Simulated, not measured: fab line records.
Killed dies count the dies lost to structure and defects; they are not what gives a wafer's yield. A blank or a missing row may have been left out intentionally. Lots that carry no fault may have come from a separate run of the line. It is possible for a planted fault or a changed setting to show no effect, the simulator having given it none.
Comparing a struck lot with a sound one ; flow sky130 ; 15 steps out of a route of 708
Sound: wafers L347.1, L347.3, L347.6. Wafers L350.3, L350.4, L350.5 were the ones struck. Last of all comes the cause.
Per side, at each step with rows, come the tool, then ch with its chambers, and then its first start. Under that, the readings that differ: sound wafers ; struck wafers ; difference of the means ; sigmas: that difference in standard deviations of wafers without a fault.
alike: readings whose means differ by less than 2 such deviations, and words and numbers that are the same on both sides. not compared: withheld readings, readings that some wafer has no value for, bounds like >300 that may hide the same value, and numbers for which the record gives no deviation and whose values overlap.
A row with sigmas, a row that says differs or no value, or rows on one side alone: a step with any of these is where the two part. When numbers do not overlap yet have no deviation, they are printed without sigmas and do not part them. A reading that every wafer of one side lacks parts them only if that side has two wafers or more.

first, 3 steps without rows for these wafers: SKY_LI_CONTACT_EXPOSE_09 (exposes mask LICM1, target cd 170 nm); SKY_LI_CONTACT_PEB_10; SKY_LI_CONTACT_DEVELOP_11 (develop time 60 s).
SKY_LI_CONTACT_CD_MEAS_12: the cd target is 170 nm.
  struck on cd-sem-02, day 29 19:47; sound on cd-sem-02, day 28 16:59
  alike: cd-nm
SKY_LI_CONTACT_OVL_MEAS_13:
  struck on overlay-01, day 29 19:53; sound on overlay-01, day 28 17:07
  alike: LI_CONTACT_OVL
SKY_LI_CONTACT_ETCH_14: etches BARC in N2/H2, stops on SiO2, time 45.9 s, target depth 60 nm.
  sound on rie-diel-04 ch 1,3, day 28 17:08; struck on rie-diel-01 ch 1,2,3, day 29 19:55
  alike: drypump-motor-current-A, oes-product-au, throttle-valve-pct
  not compared: rf-hours-counter-h
SKY_LI_CONTACT_ETCH_15: etches PSG in C4F8/O2/Ar, stops on Si, target depth 600 nm.
  sound on rie-diel-04 ch 1,3, day 28 17:11; struck on rie-diel-01 ch 1,2,3, day 29 19:57
  alike: oes-product-au
SKY_LI_CONTACT_STRIP_16: strips in O2/N2.
  sound on plasma-asher-03 ch 0,1, day 28 17:16; struck on plasma-asher-04 ch 0,1, day 29 20:04
  alike: drypump-motor-current-A, oes-product-au, strip-time-to-endpoint-s
  not compared: rf-hours-counter-h
then, 2 steps without rows for these wafers: SKY_LI_CONTACT_CLEAN_17 (cleans in NMP, time 600 s); SKY_LI_CONTACT_PRE_CLEAN_18 (time 5.6 s).
SKY_LI_CONTACT_SPUTTER_19: material Ti, target thk 20 nm, time 106.37 s.
  struck on pvd-sputter-01, day 29 20:20; sound on pvd-sputter-02, day 28 17:34
  alike: chamber-pressure-pa, throttle-valve-pct
SKY_LI_CONTACT_SPUTTER_20: material TiN, target thk 20 nm, time 80 s.
  struck on pvd-sputter-01, day 29 20:25; sound on pvd-sputter-02, day 28 17:38
  alike: chamber-pressure-pa, throttle-valve-pct
SKY_LI_CONTACT_CVD_21: deposits W, target thk 400 nm, time 120.56 s.
  sound on cvd-w-01 ch 1, day 28 17:42; struck on cvd-w-01 ch 0,1, day 29 20:31
reading;sound;struck;difference;sigmas
chamber-pressure-Torr (Torr);39.97 39.85 40.01;41.59 41.71 41.71;+1.73;+20
model.W_of_LI_CONTACT_CVD_21.thk-nm (nm);422.6 420.8 421.9;432.9 438.5 438.2;+14.8;
  alike: heater-power-w
SKY_LI_CONTACT_RS_MEAS_22: uses a four-point probe to measure.
  struck on film-metro-01, day 29 20:39; sound on film-metro-01, day 28 17:50
reading;sound;struck;difference;sigmas
LI_CONTACT_W_RS (ohm/sq);0.2695 0.2701 0.2694;0.2634 0.2596 0.2602;-0.0086;-3
-- here the record skips 16 days between the struck wafers' starts before and after, leaving off in module LI_CONTACT and picking up in module PAD_OPEN (first step shown: number 708 of the route) --
SKY_PAD_OPEN_PROBE_99:
  the record has rows for the struck wafers here (prober-01, day 46 06:47) and none for the sound ones

== WHERE THEY PART ==
At SKY_LI_CONTACT_CVD_21 first; at SKY_PAD_OPEN_PROBE_99 last (within this record only).

WHY: what had been put in by the simulator
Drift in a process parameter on cvd-w-01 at SKY_LI_CONTACT_CVD_21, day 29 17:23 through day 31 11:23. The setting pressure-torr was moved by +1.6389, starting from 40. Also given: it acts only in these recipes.
